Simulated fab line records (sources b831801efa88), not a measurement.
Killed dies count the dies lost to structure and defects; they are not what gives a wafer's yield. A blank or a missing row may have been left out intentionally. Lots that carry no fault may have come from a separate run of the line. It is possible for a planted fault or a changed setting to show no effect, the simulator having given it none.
8D (eight disciplines) problem report, filled in by code :: flow gf180mcu :: the parts of the form that need people (team, actions taken, sign-off) are left out

## 1. WHAT IS WRONG
Across 6 wafers from 2 lots, VT_IMPLANT_4_TW at GF_VT_IMPLANT_TW_MEAS_43 averages 744, while fault-free wafers read 693 with a standard deviation of 4.2. Relative to the usual mean, that is a shift of +12 standard deviations.
First seen on wafer L293.1, day 11 14:08, on film metro-03. The record holds 39 wafers of 13 lots with a number at this step. By rule, "out" or "out of limits" means more than 4 standard deviations away from the usual mean. The other wafers with a number count as sound.

## 2. WHAT THIS IS AND IS NOT
question: which readings at this step
is: VT_IMPLANT_4_TW
is not: -

question: which lots
is: L293, L294
is not: L279, L280, L281, L284, L285, L286, L287, L290, L292, L300, L301

question: which wafers of those lots
is: all that have a number
is not: -

question: read on which gauges
is: film metro-03
is not: film metro-02, film metro-04

question: when
is: from day 11 14:08
is not: up to then (27 sound wafers); but 6 sound wafers of L300, L301 came after

## 3. WHAT RULES OUT EACH SUSPECT
Counting: a tool stays on the suspect list if, at a process step up to the reading, it processed all lots that are out and no sound lot following the first of them.
- ruled out: the gauge at GF_VT_IMPLANT_TW_MEAS_43. All the wafers that are out were read on film metro-03, but those of them that GF_VT_IMPLANT_IMPLANT_41 has rows for are out there too, on other tools.
- implanter-03 at GF_VT_IMPLANT_IMPLANT_41: kept. It ran every lot that is out, first L293 (day 11 13:53), and no sound lot after that; its last sound lot up to then is L290 (day 10 14:05). Its own readings are out on those wafers: beam energy keV.
After counting, what remains is implanter-03 at GF_VT_IMPLANT_IMPLANT_41.

## 4. THE CAUSE (what the simulator had put in)
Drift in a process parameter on implanter-03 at GF_VT_IMPLANT_IMPLANT_41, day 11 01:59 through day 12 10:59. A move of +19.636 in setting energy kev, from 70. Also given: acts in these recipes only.
The count eliminated every tool but this one.

## 5. THE EFFECT CHAIN, in route order
Rows list readings where the struck wafers' mean (over those with a number) sits beyond 3 standard deviations from the usual. Readings are gone through only where the record gives a usual standard deviation; hours: the median, over the lots, of the time from a lot's start at the first step in this table giving one to that lot's start at this step; sigmas: the change measured in usual standard deviations.
hours: 0
step: GF_VT_IMPLANT_IMPLANT_41
reading: beam energy keV
usual: 70.002
on struck wafers: 89.648
change: +19.646
sigmas: +99 or more

hours: 0
step: GF_VT_IMPLANT_TW_MEAS_43
reading: VT_IMPLANT_4_TW
usual: 693
on struck wafers: 744
change: +52
sigmas: +12
The process steps in it:
- GF_VT_IMPLANT_IMPLANT_41
Later measuring or inspecting steps at which every struck wafer that the step has a row for has a number for every such reading, and none has moved that far: GF_HV_LDD_CD_MEAS_19, GF_HV_LDD_THK_MEAS_55.

## 6. HOW IT WOULD HAVE BEEN CAUGHT EARLIER
Counted from the fault's start at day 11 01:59, it took 12 hours until the first out-of-limits reading at a measuring or inspecting step in this record, taken at day 11 14:08.
The tool's own readings at GF_VT_IMPLANT_IMPLANT_41 were out on every struck wafer that the step has a row for (beam energy keV): an alarm limit on them would have fired on the first of those.
Among the 2 lots that are out, L294 began GF_VT_IMPLANT_IMPLANT_41 on implanter-03 after day 11 14:08. A tool hold placed at that time would have kept it from harm.
